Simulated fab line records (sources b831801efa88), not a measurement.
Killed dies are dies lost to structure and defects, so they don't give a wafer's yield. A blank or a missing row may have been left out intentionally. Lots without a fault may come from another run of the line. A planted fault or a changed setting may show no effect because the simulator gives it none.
Which tool is to blame? + flow gf180mcu + Sampling: 11 lots, 33 wafers, 6 of 602 route steps

## WHAT EACH GAUGE READ, for each wafer
GF_M4_RS_MEAS_05: measurement is done with a four-point probe.
| lot  | measured     | on            | M4_ALCU_RS (ohm/sq)  |
|------|--------------|---------------|----------------------|
| L891 | day 22 13:54 | film-metro-04 | 0.0698 0.0695 0.0698 |
| L893 | day 23 15:37 | film-metro-04 | 0.0687 0.0696 0.0696 |
| L894 | day 24 02:44 | film-metro-01 | 0.0701 0.0704 0.0700 |
| L896 | day 25 02:28 | film-metro-01 | 0.0705 0.1136 0.0705 |
| L900 | day 26 04:47 | film-metro-02 | 0.1116 0.0699 0.0703 |
| L905 | day 27 12:51 | film-metro-02 | 0.0709 0.0705 0.0697 |
| L907 | day 28 01:45 | film-metro-02 | 0.0690 0.0683 0.0686 |
| L910 | day 28 22:33 | film-metro-01 | 0.0697 0.0700 0.0693 |
| L911 | day 29 08:16 | film-metro-01 | 0.0695 0.0690 0.0692 |
| L912 | day 29 12:43 | film-metro-01 | 0.0696 0.0689 0.0694 |
| L913 | day 29 16:37 | film-metro-04 | 0.0702 0.0704 0.0699 |

GF_M4_THK_MEAS_06: measures by xrf.
| lot  | measured     | on            | M4_ALCU_THK (nm) |
|------|--------------|---------------|------------------|
| L891 | day 22 14:01 | film-metro-04 | 448 453 451      |
| L893 | day 23 15:43 | film-metro-04 | 455 450 449      |
| L894 | day 24 02:52 | film-metro-01 | 447 443 446      |
| L896 | day 25 02:35 | film-metro-01 | 442 275 440      |
| L900 | day 26 04:55 | film-metro-02 | 282 445 447      |
| L905 | day 27 12:58 | film-metro-02 | 441 446 448      |
| L907 | day 28 01:52 | film-metro-02 | 452 457 452      |
| L910 | day 28 22:38 | film-metro-01 | 450 447 456      |
| L911 | day 29 08:23 | film-metro-01 | 448 455 451      |
| L912 | day 29 12:49 | film-metro-01 | 450 455 449      |
| L913 | day 29 16:44 | film-metro-04 | 448 447 451      |

GF_V4_THK_MEAS_03.
| lot  | measured     | on            | V4_CVD_02_THK (nm) |
|------|--------------|---------------|--------------------|
| L891 | day 23 13:17 | film-metro-04 | 845 843 852        |
| L893 | day 24 14:59 | film-metro-03 | 837 844 847        |
| L894 | day 25 01:32 | film-metro-03 | 847 840 853        |
| L896 | day 26 01:25 | film-metro-04 | 835 858 856        |
| L900 | day 27 02:01 | film-metro-04 | 859 848 860        |
| L905 | day 28 09:26 | film-metro-03 | 845 858 843        |
| L907 | day 28 21:46 | film-metro-03 | 838 839 851        |
| L910 | day 29 18:20 | film-metro-02 | 852 862 850        |
| L911 | day 30 04:24 | film-metro-04 | 835 855 847        |
| L912 | day 30 08:34 | film-metro-03 | 835 857 856        |
| L913 | day 30 11:30 | film-metro-04 | 834 845 847        |

## WHAT TOOL EACH LOT RAN ON (gives the tool, then ch and the chambers of the sampled wafers, and finally the start)
| lot  | GF_V2_CVD_02                    | GF_V2_ETCH_16                      | GF_M4_SPUTTER_02             |
|------|---------------------------------|------------------------------------|------------------------------|
| L891 | pecvd-03 ch 0,2, day 19 08:28   | rie-diel-01 ch 1,2,3, day 20 09:32 | pvd-sputter-04, day 22 13:49 |
| L893 | pecvd-04 ch 1,2, day 20 12:15   | rie-diel-04 ch 0,1,2, day 21 13:34 | pvd-sputter-02, day 23 15:30 |
| L894 | pecvd-01 ch 0,1,2, day 20 23:33 | rie-diel-02 ch 0,1,2, day 21 23:59 | pvd-sputter-04, day 24 02:39 |
| L896 | pecvd-03 ch 0,1,2, day 22 02:26 | rie-diel-02 ch 1,2, day 23 01:32   | pvd-sputter-02, day 25 02:23 |
| L900 | pecvd-04 ch 0,1,2, day 23 05:43 | rie-diel-04 ch 1,2,3, day 24 04:50 | pvd-sputter-02, day 26 04:42 |
| L905 | pecvd-03 ch 1,2, day 24 17:29   | rie-diel-01 ch 1,2,3, day 25 15:08 | pvd-sputter-04, day 27 12:46 |
| L907 | pecvd-01 ch 0,1,2, day 25 06:34 | rie-diel-02 ch 0,2,3, day 26 04:20 | pvd-sputter-01, day 28 01:38 |
| L910 | pecvd-04 ch 0,1,2, day 26 05:07 | rie-diel-02 ch 2,3, day 27 02:15   | pvd-sputter-02, day 28 22:24 |
| L911 | pecvd-01 ch 0,1,2, day 26 15:36 | rie-diel-04 ch 1,2, day 27 13:09   | pvd-sputter-04, day 29 08:11 |
| L912 | pecvd-03 ch 0,1,2, day 26 21:31 | rie-diel-04 ch 2,3, day 27 17:51   | pvd-sputter-04, day 29 12:36 |
| L913 | pecvd-03 ch 1,2, day 27 00:44   | rie-diel-04 ch 0,2,3, day 27 20:53 | pvd-sputter-02, day 29 16:31 |
- GF_V2_CVD_02: deposits SiO2 from TEOS, target thk 850 nm, time 94.851 s.
- GF_V2_ETCH_16: etches BARC in N2/H2.
- GF_M4_SPUTTER_02: material AlCu, target thk 450 nm, time 23.9 s.

## WHAT THE TOOLS THEMSELVES READ (means of the sampled wafers that have a number; where no wafer has one, the mark that the record gives instead)
GF_V2_CVD_02.
| lot  | tool     | heater-power-w (W) |
|------|----------|--------------------|
| L891 | pecvd-03 | 663                |
| L893 | pecvd-04 | 776                |
| L894 | pecvd-01 | 600                |
| L896 | pecvd-03 | 676                |
| L900 | pecvd-04 | 697                |
| L905 | pecvd-03 | 658                |
| L907 | pecvd-01 | 663                |
| L910 | pecvd-04 | 784                |
| L911 | pecvd-01 | 571                |
| L912 | pecvd-03 | 671                |
| L913 | pecvd-03 | 634                |

GF_V2_ETCH_16.
| lot  | tool        | drypump-motor-current-A (A) | oes-product-au (a.u.) | throttle-valve-pct (%) |
|------|-------------|-----------------------------|-----------------------|------------------------|
| L891 | rie-diel-01 | 5.9                         | 0.855                 | 13.223                 |
| L893 | rie-diel-04 | 5.4                         | 0.854                 | 13.226                 |
| L894 | rie-diel-02 | 6.3                         | 0.859                 | 13.220                 |
| L896 | rie-diel-02 | 6.6                         | 0.857                 | 13.225                 |
| L900 | rie-diel-04 | 5.4                         | 0.856                 | 13.225                 |
| L905 | rie-diel-01 | 5.9                         | 0.857                 | 13.231                 |
| L907 | rie-diel-02 | 5.8                         | 0.856                 | 13.233                 |
| L910 | rie-diel-02 | 6.2                         | 0.854                 | 13.221                 |
| L911 | rie-diel-04 | 5.4                         | 0.851                 | 13.233                 |
| L912 | rie-diel-04 | 5.7                         | 0.853                 | 13.217                 |
| L913 | rie-diel-04 | 5.6                         | 0.856                 | 13.222                 |

GF_M4_SPUTTER_02.
| lot  | tool           | throttle-valve-pct (%) |
|------|----------------|------------------------|
| L891 | pvd-sputter-04 | 30.7                   |
| L893 | pvd-sputter-02 | 29.5                   |
| L894 | pvd-sputter-04 | 30.0                   |
| L896 | pvd-sputter-02 | 29.3                   |
| L900 | pvd-sputter-02 | 29.5                   |
| L905 | pvd-sputter-04 | 30.6                   |
| L907 | pvd-sputter-01 | 30.1                   |
| L910 | pvd-sputter-02 | 29.4                   |
| L911 | pvd-sputter-04 | 30.7                   |
| L912 | pvd-sputter-04 | 30.6                   |
| L913 | pvd-sputter-02 | 29.4                   |

## THE ANSWER, worked out from the rows above alone
Rule: the lots themselves supply what counts as usual. The widest of any qualifying gaps counts: lots, ordered by their means at a reading, are off when they make up no more than a third of the lots, leave a main group of 4 or more, and stand apart from it by 3 or more times the standard deviation of that group's means. If all means in a main group match to the digits the tables above print for the reading, that group is not used. Also off: a lot with no number at a reading for which 4 or more lots have one. Where the step has rows for the other lots, those lots are counted as sound. The gauges are gone through in route order, then the tools' own readings, and for those a lot's mean is taken as printed above. At the first step where some lot is off, the reading lying furthest off is the one used; lots without a number count as furthest.
Off: L896, L900, seen at GF_M4_RS_MEAS_05 (M4_ALCU_RS). Main group: mean 0.0696 ohm/sq, sd 0.00053.
A tool fits if, at a process step before that reading, it ran every lot that is off, and no sound lot after the first of them. Those tools and the gauges at GF_M4_RS_MEAS_05 are tried in the same way. None of those tried fits.

## WHAT THE SIMULATOR PUT IN
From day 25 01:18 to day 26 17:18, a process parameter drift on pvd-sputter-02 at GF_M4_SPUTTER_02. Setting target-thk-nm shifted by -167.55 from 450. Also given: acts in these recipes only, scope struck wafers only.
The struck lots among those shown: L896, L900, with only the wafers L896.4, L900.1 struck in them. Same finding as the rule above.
